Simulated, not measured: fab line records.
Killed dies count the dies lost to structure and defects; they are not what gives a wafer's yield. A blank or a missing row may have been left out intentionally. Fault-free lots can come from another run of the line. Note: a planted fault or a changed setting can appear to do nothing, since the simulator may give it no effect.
Split-lot trial / flow sfq-line / route with 325 steps; 5 lots, 23 wafers read

== ON THE SPLIT ==
At SFQ_TRILAYER_L0_VIA_LITHO_COAT_013 (resist thk 650 nm), the setting resist-thk-nm was moved away from the recipe's 650 nm on 5 of the 23 wafers read, by -3.2% to +3.0%. This setting was run at the recipe's value on the other wafers.

The reading is taken at the split's own step.

== THE READING ==
KrF_of_TRILAYER_L0_VIA_LITHO_COAT_013.thk-nm (the simulator's own value, which no gauge read), in nm, at SFQ_TRILAYER_L0_VIA_LITHO_COAT_013 (resist thk 650 nm). There is no usual value for it anywhere in the file. Average 649.5 nm, standard deviation 1.6 nm, over the 18 wafers here run with the recipe.

wafer=L074.2; tool, chamber at the split=litho-track-03, 0; resist-thk-nm as run, nm=650; against the recipe=recipe; KrF_of_TRILAYER_L0_VIA_LITHO_COAT_013.thk-nm, nm=648.7; against lot-mates on the recipe=-
wafer=L074.3; tool, chamber at the split=litho-track-03, 0; resist-thk-nm as run, nm=650; against the recipe=recipe; KrF_of_TRILAYER_L0_VIA_LITHO_COAT_013.thk-nm, nm=649.9; against lot-mates on the recipe=-
wafer=L074.5; tool, chamber at the split=litho-track-03, 0; resist-thk-nm as run, nm=650; against the recipe=recipe; KrF_of_TRILAYER_L0_VIA_LITHO_COAT_013.thk-nm, nm=648.2; against lot-mates on the recipe=-
wafer=L076.1; tool, chamber at the split=litho-track-01, 0; resist-thk-nm as run, nm=650; against the recipe=recipe; KrF_of_TRILAYER_L0_VIA_LITHO_COAT_013.thk-nm, nm=649.7; against lot-mates on the recipe=-
wafer=L076.2; tool, chamber at the split=litho-track-01, 0; resist-thk-nm as run, nm=669.3; against the recipe=+3.0%; KrF_of_TRILAYER_L0_VIA_LITHO_COAT_013.thk-nm, nm=669.5; against lot-mates on the recipe=+19.1
wafer=L076.3; tool, chamber at the split=litho-track-01, 0; resist-thk-nm as run, nm=669.3; against the recipe=+3.0%; KrF_of_TRILAYER_L0_VIA_LITHO_COAT_013.thk-nm, nm=668.8; against lot-mates on the recipe=+18.4
wafer=L076.4; tool, chamber at the split=litho-track-01, 0; resist-thk-nm as run, nm=669.3; against the recipe=+3.0%; KrF_of_TRILAYER_L0_VIA_LITHO_COAT_013.thk-nm, nm=669.7; against lot-mates on the recipe=+19.3
wafer=L076.6; tool, chamber at the split=litho-track-01, 0; resist-thk-nm as run, nm=650; against the recipe=recipe; KrF_of_TRILAYER_L0_VIA_LITHO_COAT_013.thk-nm, nm=651.1; against lot-mates on the recipe=-
wafer=L080.1; tool, chamber at the split=litho-track-03, 0; resist-thk-nm as run, nm=650; against the recipe=recipe; KrF_of_TRILAYER_L0_VIA_LITHO_COAT_013.thk-nm, nm=651.5; against lot-mates on the recipe=-
wafer=L080.2; tool, chamber at the split=litho-track-03, 0; resist-thk-nm as run, nm=650; against the recipe=recipe; KrF_of_TRILAYER_L0_VIA_LITHO_COAT_013.thk-nm, nm=650.1; against lot-mates on the recipe=-
wafer=L080.4; tool, chamber at the split=litho-track-03, 0; resist-thk-nm as run, nm=650; against the recipe=recipe; KrF_of_TRILAYER_L0_VIA_LITHO_COAT_013.thk-nm, nm=650.1; against lot-mates on the recipe=-
wafer=L080.3; tool, chamber at the split=litho-track-03, 0; resist-thk-nm as run, nm=650; against the recipe=recipe; KrF_of_TRILAYER_L0_VIA_LITHO_COAT_013.thk-nm, nm=651.7; against lot-mates on the recipe=-
wafer=L080.5; tool, chamber at the split=litho-track-03, 0; resist-thk-nm as run, nm=650; against the recipe=recipe; KrF_of_TRILAYER_L0_VIA_LITHO_COAT_013.thk-nm, nm=648.9; against lot-mates on the recipe=-
wafer=L083.1; tool, chamber at the split=litho-track-02, 0; resist-thk-nm as run, nm=650; against the recipe=recipe; KrF_of_TRILAYER_L0_VIA_LITHO_COAT_013.thk-nm, nm=650.9; against lot-mates on the recipe=-
wafer=L083.2; tool, chamber at the split=litho-track-02, 0; resist-thk-nm as run, nm=650; against the recipe=recipe; KrF_of_TRILAYER_L0_VIA_LITHO_COAT_013.thk-nm, nm=650.5; against lot-mates on the recipe=-
wafer=L083.3; tool, chamber at the split=litho-track-02, 0; resist-thk-nm as run, nm=650; against the recipe=recipe; KrF_of_TRILAYER_L0_VIA_LITHO_COAT_013.thk-nm, nm=649.2; against lot-mates on the recipe=-
wafer=L083.5; tool, chamber at the split=litho-track-02, 0; resist-thk-nm as run, nm=650; against the recipe=recipe; KrF_of_TRILAYER_L0_VIA_LITHO_COAT_013.thk-nm, nm=650.6; against lot-mates on the recipe=-
wafer=L083.6; tool, chamber at the split=litho-track-02, 0; resist-thk-nm as run, nm=650; against the recipe=recipe; KrF_of_TRILAYER_L0_VIA_LITHO_COAT_013.thk-nm, nm=650; against lot-mates on the recipe=-
wafer=L084.2; tool, chamber at the split=litho-track-02, 0; resist-thk-nm as run, nm=650; against the recipe=recipe; KrF_of_TRILAYER_L0_VIA_LITHO_COAT_013.thk-nm, nm=646.8; against lot-mates on the recipe=-
wafer=L084.3; tool, chamber at the split=litho-track-02, 0; resist-thk-nm as run, nm=629.3; against the recipe=-3.2%; KrF_of_TRILAYER_L0_VIA_LITHO_COAT_013.thk-nm, nm=624.6; against lot-mates on the recipe=-22.0
wafer=L084.4; tool, chamber at the split=litho-track-02, 0; resist-thk-nm as run, nm=650; against the recipe=recipe; KrF_of_TRILAYER_L0_VIA_LITHO_COAT_013.thk-nm, nm=645.2; against lot-mates on the recipe=-
wafer=L084.5; tool, chamber at the split=litho-track-02, 0; resist-thk-nm as run, nm=629.3; against the recipe=-3.2%; KrF_of_TRILAYER_L0_VIA_LITHO_COAT_013.thk-nm, nm=625.8; against lot-mates on the recipe=-20.8
wafer=L084.6; tool, chamber at the split=litho-track-02, 0; resist-thk-nm as run, nm=650; against the recipe=recipe; KrF_of_TRILAYER_L0_VIA_LITHO_COAT_013.thk-nm, nm=647.7; against lot-mates on the recipe=-

THE FIT
A straight line over all 23 wafers: KrF_of_TRILAYER_L0_VIA_LITHO_COAT_013.thk-nm changes by +7.11 nm for each +1% of resist-thk-nm; r = +0.99; the points scatter about the line by 1.7 nm.
The same after taking each lot's own level away (the mean of its wafers on the recipe; 23 wafers): +6.53 nm for each +1%; r = +1.00; scatter 0.84 nm.
That fit puts the effect of the largest move of resist-thk-nm on the reading at 21 nm.
The span of the lots' own levels, 646.57 to 650.46 nm, comes to 2.4 times the standard deviation stated above.
Consequently the slope shifts little with the lot-to-lot level, the two slopes agreeing.
Check: -20.5 nm against its lot-mates is what the line predicts for one of the wafers moved furthest among these (-3.2%) when that wafer is left out of the fit. It came out at -22 nm against them.

== THESE WAFERS: OTHER SPLITS ==
These wafers also went through other splits before the reading. Each is held against what the fit with the lots' levels taken away leaves over:
other split on the same wafers=SFQ_TRILAYER_INCOMING_OXIDATION_002 temp-c; wafers away from the commonest value=15; r with KrF_of_TRILAYER_L0_VIA_LITHO_COAT_013.thk-nm (lot level and that fit taken away)=-0.11
other split on the same wafers=SFQ_TRILAYER_L0_VIA_LITHO_COAT_018 spin-rpm; wafers away from the commonest value=7; r with KrF_of_TRILAYER_L0_VIA_LITHO_COAT_013.thk-nm (lot level and that fit taken away)=-0.22

== THE FILE'S OWN FIT ==
KrF_of_TRILAYER_L0_VIA_LITHO_COAT_013.thk-nm changes by +6.55 nm for each +1% of resist-thk-nm, r = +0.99.
